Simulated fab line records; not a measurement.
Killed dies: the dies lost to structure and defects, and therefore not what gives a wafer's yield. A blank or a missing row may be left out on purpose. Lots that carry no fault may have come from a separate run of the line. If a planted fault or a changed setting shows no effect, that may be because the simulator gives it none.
Which tool was responsible?	flow sky130	30 wafers from 10 lots sampled at 5 of the route's 708 steps

## WHAT THE GAUGES SHOWED, per wafer
SKY_METAL2_RS_MEAS_05: a four-point-probe measurement. Usual: METAL2_ALCU_RS gives 0.1262 ohm/sq (standard deviation 0.0014).
lot	measured	on	METAL2_ALCU_RS (ohm/sq)	flag
L281	day 35 01:18	film metro-01	0.1255 0.1251 0.1252 0.1255 0.1251 0.1253	
L282	day 35 13:53	film metro-03	0.1251 0.1250 0.1257 0.1253 0.1252 0.1258	
L284	day 35 18:58	film metro-03	0.1256 0.1243 0.1252 0.1257 0.1241 0.1251	
L287	day 37 04:07	film metro-03	0.1240 0.1246 0.1245	
L290	day 37 23:04	film metro-01	0.1287 0.1275 0.1284	
L292	day 38 11:50	film metro-03	0.1242 0.1244 0.1243	
L291	day 39 03:46	film metro-01	0.1270 0.1274 0.1269	
L295	day 39 05:56	film metro-01	0.1271 0.1258 0.1270	
L296	day 39 10:08	film metro-01	0.1282 0.1284 0.1282	
L299	day 40 09:15	film metro-01	0.1259 0.1271 0.1255	

## EACH LOT AND THE TOOL THAT RAN IT (in order: tool; ch and the chambers of the sampled wafers; start)
lot	SKY_METAL1_DESCUM_17	SKY_METAL1_ETCH_18	SKY_METAL2_SPUTTER_00	SKY_METAL2_SPUTTER_02
L281	rie metal-04 ch 0,1, day 33 19:08	rie metal-04 ch 0,1, day 33 19:10	pvd sputter-02, day 35 01:08	pvd sputter-02, day 35 01:11
L282	rie metal-01 ch 0,1, day 34 08:29	rie metal-01 ch 0,1, day 34 08:31	pvd sputter-02, day 35 13:44	pvd sputter-02, day 35 13:47
L284	rie metal-04 ch 0,1, day 34 13:47	rie metal-04 ch 0,1, day 34 13:50	pvd sputter-02, day 35 18:47	pvd sputter-02, day 35 18:49
L287	rie metal-04 ch 0,1, day 35 23:06	rie metal-04 ch 0,1, day 35 23:08	pvd sputter-02, day 37 03:57	pvd sputter-02, day 37 03:59
L290	rie metal-01 ch 0,1, day 36 17:44	rie metal-01 ch 0,1, day 36 17:46	pvd sputter-01, day 37 22:55	pvd sputter-01, day 37 22:58
L292	rie metal-04 ch 0,1, day 37 07:32	rie metal-04 ch 0,1, day 37 07:34	pvd sputter-02, day 38 11:42	pvd sputter-02, day 38 11:45
L291	rie metal-01 ch 0,1, day 37 22:50	rie metal-01 ch 0,1, day 37 22:52	pvd sputter-02, day 39 03:37	pvd sputter-02, day 39 03:40
L295	rie metal-02 ch 0, day 38 01:44	rie metal-02 ch 0, day 38 01:49	pvd sputter-02, day 39 05:47	pvd sputter-02, day 39 05:50
L296	rie metal-01 ch 0,1, day 38 06:27	rie metal-01 ch 0,1, day 38 06:29	pvd sputter-03, day 39 09:56	pvd sputter-03, day 39 09:59
L299	rie metal-04 ch 0,1, day 39 05:38	rie metal-04 ch 0,1, day 39 05:41	pvd sputter-02, day 40 09:03	pvd sputter-02, day 40 09:06
- SKY_METAL1_DESCUM_17: chemistry O2, time 8 s.
- SKY_METAL1_ETCH_18: etches BARC in N2/H2, stops on SiO2, time 45.9 s, target depth 60 nm.
- SKY_METAL2_SPUTTER_00: material Ti, target thk 15 nm, time 10 s.
- SKY_METAL2_SPUTTER_02: material AlCu, target thk 250 nm, time 13.3 s.

## AS READ BY THE TOOLS THEMSELVES (means over the sampled wafers that have a number; for cases with no such wafer, the mark the record gives instead)
SKY_METAL1_DESCUM_17. Usual: drypump motor current A 5.7 A, standard deviation 0.37; oes product au 1.000 a.u., standard deviation 0.0063; rf fwd power W 146.9 W, standard deviation 0.85.
lot	tool	drypump motor current A (A)	oes product au (a.u.)	rf fwd power W (W)	flag
L281	rie metal-04	5.2	0.994	145.8	
L282	rie metal-01	6.0	1.007	147.1	
L284	rie metal-04	5.1	1.004	145.9	
L287	rie metal-04	5.2	0.999	146.4	
L290	rie metal-01	6.0	0.994	146.8	
L292	rie metal-04	5.2	0.996	146.2	
L291	rie metal-01	6.0	0.998	147.6	
L295	rie metal-02	5.6	1.003	146.2	
L296	rie metal-01	6.0	1.004	147.5	
L299	rie metal-04	5.2	0.997	146.4	

SKY_METAL1_ETCH_18. Usual: bias w 99.9 W, standard deviation 0.31; drypump motor current A 5.7 A, standard deviation 0.38; oes product au 0.855 a.u., standard deviation 0.0053; rf fwd power W 494.3 W, standard deviation 2.6; throttle valve pct 13.226 %, standard deviation 0.01.
lot	tool	bias w (W)	drypump motor current A (A)	oes product au (a.u.)	rf fwd power W (W)	throttle valve pct (%)	flag
L281	rie metal-04	99.5	5.2	0.852	491.2	13.223	
L282	rie metal-01	100.0	6.0	0.852	494.1	13.218	
L284	rie metal-04	99.9	5.1	0.854	490.9	13.226	
L287	rie metal-04	99.9	5.2	0.857	491.9	13.233	
L290	rie metal-01	99.6	6.0	0.857	495.5	13.221	
L292	rie metal-04	100.0	5.2	0.852	492.8	13.234	
L291	rie metal-01	99.8	6.1	0.863	496.8	13.226	
L295	rie metal-02	100.0	5.6	0.850	494.0	13.230	
L296	rie metal-01	100.4	6.1	0.859	495.7	13.222	
L299	rie metal-04	100.4	5.2	0.849	492.7	13.220	

SKY_METAL2_SPUTTER_00. Usual: cathode dc power W 3000.0 W, standard deviation 0.54; chamber pressure pa 0.3999 Pa, standard deviation 0.00075; throttle valve pct 30.0 %, standard deviation 0.93.
lot	tool	cathode dc power W (W)	chamber pressure pa (Pa)	throttle valve pct (%)	flag
L281	pvd sputter-02	-	-	-	OFF
L282	pvd sputter-02	-	-	-	OFF
L284	pvd sputter-02	-	-	-	OFF
L287	pvd sputter-02	3000.2	0.4008	30.4	
L290	pvd sputter-01	3000.3	0.4003	29.9	
L292	pvd sputter-02	3000.6	0.3991	30.0	
L291	pvd sputter-02	2999.2	0.4000	30.5	
L295	pvd sputter-02	3000.1	0.3996	30.2	
L296	pvd sputter-03	3000.0	0.3997	29.8	
L299	pvd sputter-02	2999.7	0.4000	29.7	

SKY_METAL2_SPUTTER_02. Usual: cathode dc power W 10600 W, standard deviation 1.7; chamber pressure pa 0.4001 Pa, standard deviation 0.00079; throttle valve pct 30.0 %, standard deviation 0.95.
lot	tool	cathode dc power W (W)	chamber pressure pa (Pa)	throttle valve pct (%)	flag
L281	pvd sputter-02	10601	0.3999	29.9	
L282	pvd sputter-02	10600	0.3998	30.6	
L284	pvd sputter-02	10601	0.3999	28.9	
L287	pvd sputter-02	10601	0.4005	30.5	
L290	pvd sputter-01	10600	0.4005	29.8	
L292	pvd sputter-02	10600	0.3995	29.6	
L291	pvd sputter-02	10601	0.3990	30.4	
L295	pvd sputter-02	10600	0.4000	30.3	
L296	pvd sputter-03	10601	0.4005	30.0	
L299	pvd sputter-02	10602	0.3998	29.7	

## THE ANSWER, worked out from the rows above alone
Rule: a lot is off if the mean of its wafers that have a number lies more than 3 standard deviations from the usual mean. Also off: a lot with no number at a reading for which 4 or more lots have one. The other lots that the step has rows for count as sound. First the gauges in route order, then the tools' own readings, where a lot's mean is used as printed above. At the first step where some lot is off, the reading lying furthest off is the one used; lots without a number count as furthest.
Off: L281, L282, L284 (SKY_METAL2_SPUTTER_00, cathode dc power W). Without a number there: L281, L282, L284.
A tool fits if, at that step or a process step before it, it ran every lot that is off, and no sound lot after the first of them. None of those tried fits.

## WHAT THE SIMULATOR HAD PUT IN
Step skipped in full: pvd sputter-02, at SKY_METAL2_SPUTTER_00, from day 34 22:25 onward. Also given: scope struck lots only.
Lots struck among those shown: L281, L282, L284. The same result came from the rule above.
